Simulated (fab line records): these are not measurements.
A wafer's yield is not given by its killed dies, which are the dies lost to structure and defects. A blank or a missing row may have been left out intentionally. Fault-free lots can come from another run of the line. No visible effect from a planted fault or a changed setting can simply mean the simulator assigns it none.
Which tool was responsible? / flow gf180mcu / 36 wafers from 12 lots sampled at 4 of the route's 602 steps

== WHAT EACH GAUGE READ, for each wafer ==
GF_MVPSD_OVL_MEAS_07. Usual: for MVPSD_OVL the level is 0.3 nm and the standard deviation is 1.5.
lot=L719; measured=day 5 18:37; on=overlay-01; MVPSD_OVL (nm)=-0.8 -1.3 -0.2; flag=
lot=L720; measured=day 5 23:25; on=overlay-02; MVPSD_OVL (nm)=1.6 1.9 1.8; flag=
lot=L722; measured=day 6 11:06; on=overlay-02; MVPSD_OVL (nm)=1.1 0.6 0.4; flag=
lot=L723; measured=day 6 17:32; on=overlay-01; MVPSD_OVL (nm)=0.4 0.6 1.8; flag=
lot=L724; measured=day 7 01:34; on=overlay-02; MVPSD_OVL (nm)=1.8 1.1 1.6; flag=
lot=L725; measured=day 7 12:25; on=overlay-02; MVPSD_OVL (nm)=-0.5 -1.2 -1.6; flag=
lot=L727; measured=day 7 21:02; on=overlay-01; MVPSD_OVL (nm)=-0.4 0.6 -0.6; flag=
lot=L728; measured=day 8 03:15; on=overlay-01; MVPSD_OVL (nm)=0.8 2.2 2.5; flag=
lot=L729; measured=day 8 07:22; on=overlay-01; MVPSD_OVL (nm)=1.1 -1.3 -1.6; flag=
lot=L735; measured=day 9 17:39; on=overlay-01; MVPSD_OVL (nm)=-2.6 -1.7 -0.1; flag=
lot=L736; measured=day 9 22:27; on=overlay-01; MVPSD_OVL (nm)=0.5 -1.4 0.4; flag=
lot=L737; measured=day 10 12:37; on=overlay-02; MVPSD_OVL (nm)=0.4 3.5 1.7; flag=

GF_DUAL_GATE_THK_MEAS_03. Usual: for DUAL_GATE_OXIDATION_00_THK the level is 10.85 nm and the standard deviation is 0.21.
lot=L719; measured=day 8 11:26; on=film-metro-04; DUAL_GATE_OXIDATION_00_THK (nm)=10.76 11.02 10.85; flag=
lot=L720; measured=day 8 17:41; on=film-metro-02; DUAL_GATE_OXIDATION_00_THK (nm)=10.75 10.73 10.75; flag=
lot=L722; measured=day 9 06:52; on=film-metro-01; DUAL_GATE_OXIDATION_00_THK (nm)=10.78 10.78 10.71; flag=
lot=L723; measured=day 9 14:44; on=film-metro-04; DUAL_GATE_OXIDATION_00_THK (nm)=11.13 11.14 11.04; flag=
lot=L724; measured=day 9 23:40; on=film-metro-04; DUAL_GATE_OXIDATION_00_THK (nm)=11.01 10.81 10.87; flag=
lot=L725; measured=day 10 10:15; on=film-metro-02; DUAL_GATE_OXIDATION_00_THK (nm)=10.78 10.88 10.71; flag=
lot=L727; measured=day 10 19:20; on=film-metro-04; DUAL_GATE_OXIDATION_00_THK (nm)=10.60 10.80 10.96; flag=
lot=L728; measured=day 11 03:07; on=film-metro-04; DUAL_GATE_OXIDATION_00_THK (nm)=10.77 10.80 11.07; flag=
lot=L729; measured=day 11 08:34; on=film-metro-01; DUAL_GATE_OXIDATION_00_THK (nm)=11.04 11.03 11.04; flag=
lot=L735; measured=day 13 01:39; on=film-metro-01; DUAL_GATE_OXIDATION_00_THK (nm)=16.86 16.82 17.00 16.90 16.82 16.98; flag=OFF
lot=L736; measured=day 13 04:46; on=film-metro-01; DUAL_GATE_OXIDATION_00_THK (nm)=17.00 17.00 17.11 16.89 17.01 17.04; flag=OFF
lot=L737; measured=day 13 21:28; on=film-metro-04; DUAL_GATE_OXIDATION_00_THK (nm)=17.16 17.16 16.92 17.08 17.15 16.87; flag=OFF

== WHAT TOOL EACH LOT RAN ON (gives the tool, then ch and the chambers of the sampled wafers, and finally the start) ==
lot=L719; GF_VT_IMPLANT_STRIP_42=plasma-asher-02 ch 0,1, day 8 08:49; GF_DUAL_GATE_OXIDATION_02=furnace-01 ch 0, day 8 09:59
lot=L720; GF_VT_IMPLANT_STRIP_42=plasma-asher-01 ch 0,1, day 8 15:15; GF_DUAL_GATE_OXIDATION_02=furnace-01 ch 0, day 8 16:14
lot=L722; GF_VT_IMPLANT_STRIP_42=plasma-asher-02 ch 1, day 9 03:28; GF_DUAL_GATE_OXIDATION_02=furnace-02 ch 0, day 9 05:24
lot=L723; GF_VT_IMPLANT_STRIP_42=plasma-asher-03 ch 0,1, day 9 12:17; GF_DUAL_GATE_OXIDATION_02=furnace-01 ch 0, day 9 13:16
lot=L724; GF_VT_IMPLANT_STRIP_42=plasma-asher-01 ch 0,1, day 9 21:10; GF_DUAL_GATE_OXIDATION_02=furnace-01 ch 0, day 9 22:13
lot=L725; GF_VT_IMPLANT_STRIP_42=plasma-asher-03 ch 0,1, day 10 07:14; GF_DUAL_GATE_OXIDATION_02=furnace-01 ch 0, day 10 08:47
lot=L727; GF_VT_IMPLANT_STRIP_42=plasma-asher-03 ch 0,1, day 10 16:23; GF_DUAL_GATE_OXIDATION_02=furnace-02 ch 0, day 10 17:52
lot=L728; GF_VT_IMPLANT_STRIP_42=plasma-asher-03 ch 0,1, day 11 00:41; GF_DUAL_GATE_OXIDATION_02=furnace-02 ch 0, day 11 01:40
lot=L729; GF_VT_IMPLANT_STRIP_42=plasma-asher-02 ch 0,1, day 11 06:08; GF_DUAL_GATE_OXIDATION_02=furnace-02 ch 0, day 11 07:07
lot=L735; GF_VT_IMPLANT_STRIP_42=plasma-asher-02 ch 0,1, day 12 20:45; GF_DUAL_GATE_OXIDATION_02=furnace-01 ch 0, day 13 00:12
lot=L736; GF_VT_IMPLANT_STRIP_42=plasma-asher-01 ch 0,1, day 13 02:09; GF_DUAL_GATE_OXIDATION_02=furnace-01 ch 0, day 13 03:19
lot=L737; GF_VT_IMPLANT_STRIP_42=plasma-asher-03 ch 0,1, day 13 18:32; GF_DUAL_GATE_OXIDATION_02=furnace-01 ch 0, day 13 20:01
- GF_VT_IMPLANT_STRIP_42: strips in O2/N2.
- GF_DUAL_GATE_OXIDATION_02: stabilise 600 s, purge 300 s, target thk 10.887 nm.

== WHAT THE TOOLS THEMSELVES READ (means of the sampled wafers that have a number; where no wafer has one, the mark that the record gives instead) ==
GF_VT_IMPLANT_STRIP_42. Usual: drypump-motor-current-A 5.81 A, standard deviation 0.28; heater-power-w 325 W, standard deviation 34; oes-product-au 0.717 a.u., standard deviation 0.0047; strip-time-to-endpoint-s 12.62 s, standard deviation 0.031.
lot=L719; tool=plasma-asher-02; drypump-motor-current-A (A)=5.99; heater-power-w (W)=313; oes-product-au (a.u.)=0.717; strip-time-to-endpoint-s (s)=12.60; flag=
lot=L720; tool=plasma-asher-01; drypump-motor-current-A (A)=6.09; heater-power-w (W)=326; oes-product-au (a.u.)=0.716; strip-time-to-endpoint-s (s)=12.62; flag=
lot=L722; tool=plasma-asher-02; drypump-motor-current-A (A)=5.96; heater-power-w (W)=360; oes-product-au (a.u.)=0.719; strip-time-to-endpoint-s (s)=12.68; flag=
lot=L723; tool=plasma-asher-03; drypump-motor-current-A (A)=5.46; heater-power-w (W)=347; oes-product-au (a.u.)=0.714; strip-time-to-endpoint-s (s)=12.63; flag=
lot=L724; tool=plasma-asher-01; drypump-motor-current-A (A)=6.09; heater-power-w (W)=326; oes-product-au (a.u.)=0.717; strip-time-to-endpoint-s (s)=12.62; flag=
lot=L725; tool=plasma-asher-03; drypump-motor-current-A (A)=5.45; heater-power-w (W)=346; oes-product-au (a.u.)=0.718; strip-time-to-endpoint-s (s)=12.64; flag=
lot=L727; tool=plasma-asher-03; drypump-motor-current-A (A)=5.46; heater-power-w (W)=323; oes-product-au (a.u.)=0.713; strip-time-to-endpoint-s (s)=12.66; flag=
lot=L728; tool=plasma-asher-03; drypump-motor-current-A (A)=5.45; heater-power-w (W)=349; oes-product-au (a.u.)=0.716; strip-time-to-endpoint-s (s)=12.63; flag=
lot=L729; tool=plasma-asher-02; drypump-motor-current-A (A)=6.01; heater-power-w (W)=307; oes-product-au (a.u.)=0.717; strip-time-to-endpoint-s (s)=12.63; flag=
lot=L735; tool=plasma-asher-02; drypump-motor-current-A (A)=5.98; heater-power-w (W)=330; oes-product-au (a.u.)=0.716; strip-time-to-endpoint-s (s)=12.60; flag=
lot=L736; tool=plasma-asher-01; drypump-motor-current-A (A)=6.06; heater-power-w (W)=319; oes-product-au (a.u.)=0.717; strip-time-to-endpoint-s (s)=12.58; flag=
lot=L737; tool=plasma-asher-03; drypump-motor-current-A (A)=5.47; heater-power-w (W)=353; oes-product-au (a.u.)=0.715; strip-time-to-endpoint-s (s)=12.61; flag=

GF_DUAL_GATE_OXIDATION_02. Usual: spike-tc-centre-C 900.8 C, standard deviation 1.3; zone-power-lower-pct 17.5 %, standard deviation 0.58.
lot=L719; tool=furnace-01; spike-tc-centre-C (C)=901.2; zone-power-lower-pct (%)=18.0; flag=
lot=L720; tool=furnace-01; spike-tc-centre-C (C)=899.3; zone-power-lower-pct (%)=18.2; flag=
lot=L722; tool=furnace-02; spike-tc-centre-C (C)=901.6; zone-power-lower-pct (%)=17.0; flag=
lot=L723; tool=furnace-01; spike-tc-centre-C (C)=899.9; zone-power-lower-pct (%)=18.1; flag=
lot=L724; tool=furnace-01; spike-tc-centre-C (C)=898.4; zone-power-lower-pct (%)=18.0; flag=
lot=L725; tool=furnace-01; spike-tc-centre-C (C)=900.1; zone-power-lower-pct (%)=18.0; flag=
lot=L727; tool=furnace-02; spike-tc-centre-C (C)=901.6; zone-power-lower-pct (%)=16.9; flag=
lot=L728; tool=furnace-02; spike-tc-centre-C (C)=901.1; zone-power-lower-pct (%)=17.0; flag=
lot=L729; tool=furnace-02; spike-tc-centre-C (C)=900.9; zone-power-lower-pct (%)=17.0; flag=
lot=L735; tool=furnace-01; spike-tc-centre-C (C)=899.3; zone-power-lower-pct (%)=18.0; flag=
lot=L736; tool=furnace-01; spike-tc-centre-C (C)=901.1; zone-power-lower-pct (%)=17.9; flag=
lot=L737; tool=furnace-01; spike-tc-centre-C (C)=899.7; zone-power-lower-pct (%)=18.2; flag=

== THE ANSWER, worked out from the rows above alone ==
Rule: take the mean of a lot's wafers that have a number; if it is more than 3 standard deviations from the usual mean, the lot is off. Also off: a lot with no number at a reading for which 4 or more lots have one. All remaining lots with rows at the step are treated as sound. First the gauges in route order, then the tools' own readings, where a lot's mean is used as printed above. The first step at which some lot is off is used, and at that step the reading that is off furthest; a lot without a number counts as furthest.
Off: at GF_DUAL_GATE_THK_MEAS_03 (DUAL_GATE_OXIDATION_00_THK), L735, L736, L737.
If a tool, at a process step before that reading, ran all the lots that are off and no sound lot after the first of them, it fits. Those tools and the gauges at GF_DUAL_GATE_THK_MEAS_03 are tried in the same way. One candidate fits, namely furnace-01 at GF_DUAL_GATE_OXIDATION_02. Its last sound lot is L725 (day 10 08:47), its first lot that is off L735 (day 13 00:12): a fault that began between those two fits.

== WHAT THE SIMULATOR HAD INSERTED ==
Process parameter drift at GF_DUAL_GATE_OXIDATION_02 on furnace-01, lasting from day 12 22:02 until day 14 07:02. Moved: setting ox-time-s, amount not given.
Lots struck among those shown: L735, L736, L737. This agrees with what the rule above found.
